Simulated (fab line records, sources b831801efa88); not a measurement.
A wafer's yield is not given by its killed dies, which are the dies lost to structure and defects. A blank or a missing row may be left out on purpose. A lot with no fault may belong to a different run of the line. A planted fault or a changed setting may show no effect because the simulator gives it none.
Matching of chambers | flow gf180mcu | 4 sister chambers for GF_V2_CMP_04 on cmp-01
The step polishes SiO2. 4 wafers are shown with their chamber, then 7 later ones without.

## WAFERS, EACH WITH ITS CHAMBER
wafer  | chamber | motorCurrentA (A)
L825.5 | 3       | 14.9
L826.1 | 2       | 13.9
L831.2 | 1       | 12.1
L831.4 | 0       | 12.2

## WAFERS WITHOUT THEIR CHAMBER
wafer  | motorCurrentA (A)
L831.5 | 12.7
L840.2 | 12.4
L840.3 | 11.9
L840.4 | 14.2
L841.3 | 13.3
L841.5 | 14.9
L841.6 | 13.7

## THE CHAMBER EACH PASSED THROUGH
wafer  | from the rows above          | in truth
L831.5 | can't be placed: 0 or 1      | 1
L840.2 | can't be placed: 0 or 1      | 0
L840.3 | can't be placed: 1 or 0      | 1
L840.4 | can't be placed: 2 or 3      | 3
L841.3 | can't be placed: 2 or 0 or 1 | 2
L841.5 | 3                            | 3
L841.6 | 2                            | 2
2 of 7 placed correctly. These rows do not allow placing 5 (true chamber among the candidates in 5). Placed wrongly: 0.
How it was worked out, from the rows above alone: a wafer's distance from a chamber is the root of the sum, over the readings, of the square of ((its reading less the chamber's mean) divided by the reading's scatter). The wafer belongs to the nearest chamber; if the next one is less than 2 further off, it can't be placed. A chamber's mean is the mean of its shown wafers. The scatter: with one shown wafer a chamber, the root of the mean of the squares of how far each hidden wafer lies from its nearest shown one.
